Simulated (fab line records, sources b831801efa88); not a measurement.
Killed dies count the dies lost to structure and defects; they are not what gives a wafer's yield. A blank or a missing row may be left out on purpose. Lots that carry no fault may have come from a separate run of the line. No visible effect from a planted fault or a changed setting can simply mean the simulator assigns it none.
Which of the tools did it?    flow gf180mcu    12 lots, 36 wafers sampled, at 1 step of a route of 602

WHAT THE GAUGES SHOWED, per wafer
GF_M2_CD_MEAS_14: target cd 280 nm.
lot   measured      on         cd-nm (nm)
L075  day 19 13:11  cd-sem-01  279.7 277.5 278.5
L077  day 20 08:14  cd-sem-01  281.4 282.1 281.9
L079  day 21 15:29  cd-sem-02  278.9 279.7 279.1
L083  day 22 21:44  cd-sem-02  281.5 281.9 280.2
L082  day 23 00:01  cd-sem-02  282.1 282.2 282.1
L085  day 23 19:37  cd-sem-02  277.7 278.6 279.2
L088  day 24 03:38  cd-sem-02  279.0 278.9 280.7
L091  day 24 21:05  cd-sem-02  279.6 279.7 279.2
L090  day 25 02:16  cd-sem-01  279.1 279.1 280.1
L093  day 25 16:23  cd-sem-01  280.8 279.7 281.1
L095  day 26 02:15  cd-sem-02  280.1 279.9 280.5
L097  day 26 17:11  cd-sem-01  280.0 279.7 279.0

TOOL THAT RAN EACH LOT (tool first, then ch and the chambers of the sampled wafers, then the start)
Before these readings, the record contains no process step.

THE ANSWER, worked out from the rows above alone
Rule: usual is defined by the lots themselves. Put in order of their means at a reading, lots are off if they are a third of the lots or fewer, leave a main group of 4 or more, and stand apart from it by a gap of 3 or more times the standard deviation of the main group's means; of several such gaps the widest counts. Not used: any main group whose means are identical at the precision the tables above print for the reading. Also off: a lot with no number at a reading for which 4 or more lots have one. The other lots that the step has rows for count as sound.
No lot is off at any reading shown: from this, nothing can be told.

WHAT THE SIMULATOR HAD INSERTED
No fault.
